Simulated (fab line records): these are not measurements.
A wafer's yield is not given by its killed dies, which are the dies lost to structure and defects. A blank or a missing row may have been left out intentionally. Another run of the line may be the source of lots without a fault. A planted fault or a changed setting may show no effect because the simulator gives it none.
Comparing a struck lot with a sound one | flow sky130 | 20 out of 708 route steps
Sound: these wafers, L487.2, L487.3, L487.4. Wafers struck: L490.2, L490.4, L490.6. The cause comes at the end.
Each step with rows lists, per side, the tool, then ch with its chambers, then its first start. Under that, the readings that differ: sound wafers | struck wafers | difference of the means | sigmas: that difference in standard deviations of wafers without a fault.
alike: a reading whose means differ by less than 2 such deviations, as well as words and numbers matching on both sides. not compared: withheld readings; readings where some wafer has no value; bounds like >300 that might hide an equal value; numbers whose values overlap and for which the record gives no deviation.
A row with sigmas, a row that says differs or no value, or rows on one side alone: a step with any of these is where the two part. Numbers that don't overlap but have no deviation are shown without sigmas and don't part them. Lack of a reading on every wafer of one side parts them only where that side has two or more wafers.

first, 3 steps without rows for these wafers: SKY_SD_P_EXPOSE_04 (exposes mask PSDM, target cd 380 nm); SKY_SD_P_PEB_05; SKY_SD_P_DEVELOP_06 (develop time 60 s).
SKY_SD_P_CD_MEAS_07: target cd 380 nm.
  struck on cdSem-02, day 29 09:51; sound on cdSem-01, day 28 22:44
  alike: cdNm
SKY_SD_P_OVL_MEAS_08:
  struck on overlay-02, day 29 09:58; sound on overlay-01, day 28 22:50
reading       | sound       | struck         | difference | sigmas
SD_P_OVL (nm) | 1.7 3.5 1.4 | -2.5 -0.9 -1.0 | -3.7       | -2
after that, 1 step had no rows for these wafers: SKY_SD_P_IMPLANT_09.
SKY_SD_P_STRIP_10: strips in O2/N2.
  sound on plasmaAsher-04 ch 0,1, day 28 23:01; struck on plasmaAsher-04 ch 0,1, day 29 10:08
  alike: drypumpMotorCurrentA, o2FlowSccm, oesProductAu, stripTimeToEndpointS
  not compared: rfHoursCounterH
SKY_SD_P_TW_MEAS_11:
  struck on filmMetro-01, day 29 10:15; sound on filmMetro-03, day 28 23:08
  alike: SD_P_TW
then, 4 steps without rows for these wafers: SKY_RES_XHIGH_DEHYDRATE_00 (time 60 s); SKY_RES_XHIGH_HMDS_01 (prime time 60 s); SKY_RES_XHIGH_COAT_02 (resist thk 1140 nm); SKY_RES_XHIGH_SOFTBAKE_03 (time 60 s).
SKY_RES_XHIGH_EXPOSE_04: exposes mask URPM, target cd 1270 nm.
  sound on ilineStepper-02 ch 0, day 29 13:17; struck on ilineStepper-02 ch 0, day 29 23:45
reading | sound                | struck                  | difference | sigmas
mask    | URPM#0 URPM#0 URPM#0 | LDNTM#0 LDNTM#0 LDNTM#0 | differs    | 
  alike: stageVelMmS
then, 3 steps without rows for these wafers: SKY_RES_XHIGH_PEB_05; SKY_RES_XHIGH_DEVELOP_06 (develop time 60 s); SKY_RES_XHIGH_IMPLANT_07.
SKY_RES_XHIGH_STRIP_08: strips in O2/N2.
  sound on plasmaAsher-02 ch 0,1, day 30 02:40; struck on plasmaAsher-04 ch 0,1, day 30 13:07
reading                  | sound             | struck            | difference | sigmas
stripTimeToEndpointS (s) | 14.35 14.34 14.35 | 14.21 14.25 14.24 | -0.11      | -3
  alike: drypumpMotorCurrentA, o2FlowSccm, oesProductAu
  not compared: rfHoursCounterH
SKY_RES_XHIGH_TW_MEAS_09:
  struck on filmMetro-03, day 30 13:13; sound on filmMetro-02, day 30 02:46
reading      | sound          | struck   | difference | sigmas
RES_XHIGH_TW | 1634 1633 1638 | 30 30 30 | -1605      | -99 or more
then, 1 step without rows for these wafers: SKY_SD_N_DEHYDRATE_00 (time 60 s).
-- here the record skips 18 days between the struck wafers' starts before and after, leaving off in module SD_N and picking up in module PAD_OPEN (first step shown: number 708 of the route) --
SKY_PAD_OPEN_PROBE_99:
  struck on prober-01, day 48 12:07; sound on prober-02, day 48 09:45
reading                             | sound             | struck            | difference | sigmas
killedAtOther                       | 0 0 0             | 409 403 408       | +407       | +99 or more
killedDies                          | 70 89 93          | 492 492 492       | +408       | +43
killedOnRim                         | 11 17 12          | 96 96 96          | +83        | +22
model.etest.sonosUncharged.rOnOhmUm | 807.4 784.1 797.7 | 869.7 882.8 877.2 | +80.2      | 
model.etest.tipSonos.open           | 0 0 0             | 1 1 1             | +1         | 
model.etest.resXhighPo.open         | 0 0 0             | 1 1 1             | +1         | 
  alike: killed_at_M0_to_M3, killed_at_M4_up, killedAtContacts, killedAtFrontEnd, killedOpen, killedShort

## WHERE THEY PART
First at SKY_SD_P_OVL_MEAS_08; last, within this record, at SKY_PAD_OPEN_PROBE_99.

WHY: what had been put in by the simulator
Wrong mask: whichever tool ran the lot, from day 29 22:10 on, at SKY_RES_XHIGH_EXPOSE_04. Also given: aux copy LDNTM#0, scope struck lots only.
